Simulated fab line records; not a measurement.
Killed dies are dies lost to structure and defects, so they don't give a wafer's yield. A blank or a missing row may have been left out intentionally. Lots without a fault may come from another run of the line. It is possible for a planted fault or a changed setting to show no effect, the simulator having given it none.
Which tool is to blame? | flow sky130 | 13 lots with 39 wafers sampled at 4 steps, on a route of 708 steps

WHAT EACH GAUGE READ, for each wafer
SKY_VIA3_BOW_MEAS_03.
lot  | measured     | on           | VIA3_BOW (um)
L680 | day 38 23:14 | filmMetro-01 | 75 77 74
L681 | day 39 16:30 | filmMetro-01 | 73 88 69
L683 | day 40 00:45 | filmMetro-01 | 79 78 76
L684 | day 40 05:13 | filmMetro-02 | 83 77 77
L685 | day 40 14:57 | filmMetro-02 | 84 88 73
L687 | day 40 23:14 | filmMetro-01 | 64 74 65
L688 | day 41 08:44 | filmMetro-01 | 77 71 82
L692 | day 42 13:44 | filmMetro-02 | 86 89 92
L695 | day 43 19:14 | filmMetro-02 | 82 87 91
L696 | day 44 11:03 | filmMetro-04 | 95 88 76
L697 | day 44 11:47 | filmMetro-04 | 59 69 55
L700 | day 44 19:14 | filmMetro-04 | 84 79 83
L702 | day 45 09:52 | filmMetro-02 | 74 82 88

SKY_VIA3_OVL_MEAS_13.
lot  | measured     | on         | VIA3_OVL (nm)
L680 | day 39 23:49 | overlay-02 | -2 -8 -3
L681 | day 40 16:17 | overlay-01 | -10 -7 -15
L683 | day 41 00:49 | overlay-02 | -2 -10 -12
L684 | day 41 05:29 | overlay-01 | -5 -5 0
L685 | day 41 15:20 | overlay-02 | 2 1 -1
L687 | day 41 23:07 | overlay-01 | -4 -2 0
L688 | day 42 08:28 | overlay-01 | 4 6 0
L692 | day 43 13:08 | overlay-01 | 6 0 -2
L695 | day 44 17:35 | overlay-01 | -2 -5 3
L696 | day 45 09:25 | overlay-01 | -5 2 -3
L697 | day 45 09:50 | overlay-01 | -1 2 -9
L700 | day 45 17:17 | overlay-02 | -10 -10 -9
L702 | day 46 06:25 | overlay-02 | 7 5 0

EACH LOT AND THE TOOL THAT RAN IT (in order: tool; ch and the chambers of the sampled wafers; start)
lot  | SKY_POLY_CUT_STRIP_12               | SKY_METAL3_ETCH_17
L680 | plasmaAsher-01 ch 0,1, day 24 09:53 | rieDiel-01 ch 1,2,3, day 38 21:52
L681 | plasmaAsher-03 ch 0,1, day 25 09:53 | rieDiel-02 ch 0,3, day 39 15:07
L683 | plasmaAsher-03 ch 0,1, day 25 16:56 | rieDiel-01 ch 2,3, day 39 23:18
L684 | plasmaAsher-03 ch 0,1, day 25 23:34 | rieDiel-02 ch 0,1,2, day 40 03:47
L685 | plasmaAsher-03 ch 0,1, day 26 12:34 | rieDiel-04 ch 1,2, day 40 13:28
L687 | plasmaAsher-01 ch 0,1, day 26 23:32 | rieDiel-01 ch 1,2,3, day 40 21:50
L688 | plasmaAsher-01 ch 0,1, day 27 09:09 | rieDiel-04 ch 1,2, day 41 07:23
L692 | plasmaAsher-01 ch 1, day 28 19:35   | rieDiel-02 ch 0,2,3, day 42 12:10
L695 | plasmaAsher-01 ch 0,1, day 30 06:02 | rieDiel-01 ch 0,2, day 43 17:21
L696 | plasmaAsher-01 ch 0,1, day 31 02:13 | rieDiel-02 ch 0,2,3, day 44 09:35
L697 | plasmaAsher-03 ch 0,1, day 31 04:02 | rieDiel-01 ch 0,1,2, day 44 10:25
L700 | plasmaAsher-03 ch 0,1, day 31 15:43 | rieDiel-02 ch 2,3, day 44 17:24
L702 | plasmaAsher-03 ch 0,1, day 32 03:38 | rieDiel-01 ch 0,2,3, day 45 07:42
- SKY_POLY_CUT_STRIP_12: strips in O2/N2.
- SKY_METAL3_ETCH_17: etches SiO2 in C4F8/O2/Ar, stops on TiN, time 3.9 s, target depth 15 nm.

AS READ BY THE TOOLS THEMSELVES (means over the sampled wafers that have a number; for cases with no such wafer, the mark the record gives instead)
SKY_POLY_CUT_STRIP_12.
lot  | tool           | drypumpMotorCurrentA (A) | oesProductAu (a.u.) | stripTimeToEndpointS (s)
L680 | plasmaAsher-01 | 5.9                      | 0.452               | 5.352
L681 | plasmaAsher-03 | 5.3                      | 0.452               | 5.385
L683 | plasmaAsher-03 | 5.5                      | 0.450               | 5.363
L684 | plasmaAsher-03 | 5.3                      | 0.453               | 5.374
L685 | plasmaAsher-03 | 5.5                      | 0.450               | 5.363
L687 | plasmaAsher-01 | 5.9                      | 0.456               | 5.353
L688 | plasmaAsher-01 | 5.6                      | 0.452               | 5.354
L692 | plasmaAsher-01 | 5.4                      | 0.455               | 5.372
L695 | plasmaAsher-01 | 5.6                      | 0.450               | 5.374
L696 | plasmaAsher-01 | 5.6                      | 0.454               | 5.384
L697 | plasmaAsher-03 | 5.5                      | 0.450               | 5.370
L700 | plasmaAsher-03 | 5.5                      | 0.453               | 5.366
L702 | plasmaAsher-03 | 5.3                      | 0.455               | 5.355

SKY_METAL3_ETCH_17.
lot  | tool       | oesProductAu (a.u.)
L680 | rieDiel-01 | 0.754
L681 | rieDiel-02 | 0.757
L683 | rieDiel-01 | 0.746
L684 | rieDiel-02 | 0.755
L685 | rieDiel-04 | 0.752
L687 | rieDiel-01 | 0.749
L688 | rieDiel-04 | 0.747
L692 | rieDiel-02 | 0.757
L695 | rieDiel-01 | 0.758
L696 | rieDiel-02 | 0.759
L697 | rieDiel-01 | 0.757
L700 | rieDiel-02 | 0.759
L702 | rieDiel-01 | 0.752

THE ANSWER, worked out from the rows above alone
Rule: the usual values come from the lots themselves. Put in order of their means at a reading, lots are off if they are a third of the lots or fewer, leave a main group of 4 or more, and stand apart from it by a gap of 3 or more times the standard deviation of the main group's means; of several such gaps the widest counts. Not used: any main group whose means are identical at the precision the tables above print for the reading. Also off: a lot with no number at a reading for which 4 or more lots have one. All remaining lots with rows at the step are treated as sound. After the gauges, taken in route order, come the tools' own readings; for these a lot's mean is taken, as printed above. The first step at which some lot is off is used, and at that step the reading that is off furthest; a lot without a number counts as furthest.
No lot is off on any of the readings shown, so nothing can be concluded from this.

WHAT THE SIMULATOR HAD INSERTED
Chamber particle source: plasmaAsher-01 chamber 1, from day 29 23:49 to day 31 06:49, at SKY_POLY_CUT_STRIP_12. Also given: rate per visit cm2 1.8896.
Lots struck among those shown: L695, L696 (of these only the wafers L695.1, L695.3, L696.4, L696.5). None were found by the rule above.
